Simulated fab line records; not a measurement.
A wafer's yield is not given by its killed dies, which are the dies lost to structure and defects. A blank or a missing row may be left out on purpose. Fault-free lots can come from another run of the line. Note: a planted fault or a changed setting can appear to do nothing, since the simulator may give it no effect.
2 desks looking at one fault	flow gf180mcu	each desk has only its own numbers; what lay behind them comes last

== THE METROLOGY DESK ==
What the gauges read, lot by lot, whatever tool the lot ran on: means of the sampled wafers that have a number. If a lot's mean is further than 4 standard deviations from the usual mean, the lot is out of limits and carries the mark OUT (the distance appears in the brackets).
Columns: A = M5_OVL at GF_M5_OVL_MEAS_08, usual 2 nm; B = PASSIVATION_CVD_00_THK at GF_PASSIVATION_THK_MEAS_01, usual 1003 nm
lot	first seen here	A	B
L871	day 26 04:37	0	1002
L872	day 26 15:16	-3	1003
L874	day 27 07:26	1	1007
L877	day 28 02:22	8	1014
L878	day 28 10:49	1	1002
L879	day 28 13:46	5	1018
L886	day 30 20:37	-2	1051
L890	day 31 22:55	-1	1025
L891	day 32 03:47	1	1003
L892	day 32 09:19	2	993
L894	day 32 20:23	1	1022
Finding of this desk: none of the 11 lots has anything out of limits.

== TOOL OWNER'S DESK, pecvd-01 ==
The tool's own readings at GF_PASSIVATION_CVD_00 (deposits SiO2 from TEOS, target thk 1000 nm, time 111.95 s): means of the sampled wafers that have a number, for each lot that ran on this tool. If a lot's mean is further than 4 standard deviations from the usual mean, the lot is out of limits and carries the mark OUT (the distance appears in the brackets).
Columns: A = heater-power-w at GF_PASSIVATION_CVD_00, usual 690 W; B = run-length-s at GF_PASSIVATION_CVD_00, usual 139.7 s
lot	first seen here	A	B
L878	day 30 05:59	609	140.4
L886	day 32 09:42	644	146.1 (+12) OUT
This desk finds L886 out of limits, L886 being first, at day 32 09:42 (run-length-s at GF_PASSIVATION_CVD_00). Within limits: L878.

== PUT TOGETHER ==
On L886, at day 32 09:42, an alarm was possible from the tool owner's desk.
From the metrology desk's view, nothing was out of limits.
The metrology desk holds a record of L886, inside its limits.
Every lot named ran GF_PASSIVATION_CVD_00 on pecvd-01.

== WHAT THE SIMULATOR PUT IN ==
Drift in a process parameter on pecvd-01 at GF_PASSIVATION_CVD_00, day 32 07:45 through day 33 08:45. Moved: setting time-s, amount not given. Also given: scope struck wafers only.
Shown lots that were struck: L886.
Each desk's first reading out of limits, in hours after the fault started: the tool owner's desk, 2.
